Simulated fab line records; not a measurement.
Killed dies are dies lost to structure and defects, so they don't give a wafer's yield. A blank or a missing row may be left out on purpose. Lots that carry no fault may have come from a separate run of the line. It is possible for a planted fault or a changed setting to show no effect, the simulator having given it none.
Chamber matching | flow sky130 | SKY_METAL4_ETCH_17 on rieDiel-03: 4 sister chambers
The step etches SiO2 in C4F8/O2/Ar, stops on TiN, time 3.9 s, target depth 15 nm. 14 wafers are shown with their chamber, then 6 later ones without.

WAFERS WITH THEIR CHAMBER
wafer  | chamber | oesProductAu (a.u.)
L870.2 | 1       | 0.752
L870.3 | 2       | 0.750
L870.5 | 1       | 0.750
L872.2 | 0       | 0.757
L872.3 | 1       | 0.750
L872.4 | 2       | 0.761
L874.4 | 2       | 0.761
L874.5 | 1       | 0.765
L884.1 | 0       | 0.759
L884.2 | 1       | 0.757
L884.3 | 3       | 0.760
L885.2 | 0       | 0.751
L885.4 | 3       | 0.747
L885.5 | 0       | 0.741

SIGNATURES, as means of the wafers listed above
reading      | chamber 0 | chamber 1 | chamber 2 | chamber 3 | scatter within a chamber
oesProductAu | 0.75200   | 0.75480   | 0.75733   | 0.75350   | 0.00724
Rule: for a wafer and a chamber, the distance is found by dividing, reading by reading, the gap between the wafer's reading and the chamber's mean by the reading's scatter, squaring, summing and taking the root. The wafer belongs to the nearest chamber; if the next one is less than 2 further off, it can't be placed. The scatter is the square root of a quotient: the sum, over the shown wafers, of each reading's squared deviation from its chamber's mean, divided by wafers minus chambers.

WAFERS WITHOUT THEIR CHAMBER
wafer  | oesProductAu (a.u.)
L886.3 | 0.760
L886.4 | 0.760
L886.5 | 0.770
L889.2 | 0.756
L889.5 | 0.748
L889.6 | 0.761

THE CHAMBER EACH PASSED THROUGH
wafer  | from the rows above               | in truth
L886.3 | can't be placed: 2 or 1 or 3 or 0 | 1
L886.4 | can't be placed: 2 or 1 or 3 or 0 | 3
L886.5 | can't be placed: 2 or 1 or 3 or 0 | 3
L889.2 | can't be placed: 1 or 2 or 3 or 0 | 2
L889.5 | can't be placed: 0 or 3 or 1 or 2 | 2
L889.6 | can't be placed: 2 or 1 or 3 or 0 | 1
Correct placement for 0 of the 6. Cannot be placed on the basis of these rows: 6; the candidates contain the true chamber in 6. Number placed wrongly: 0.
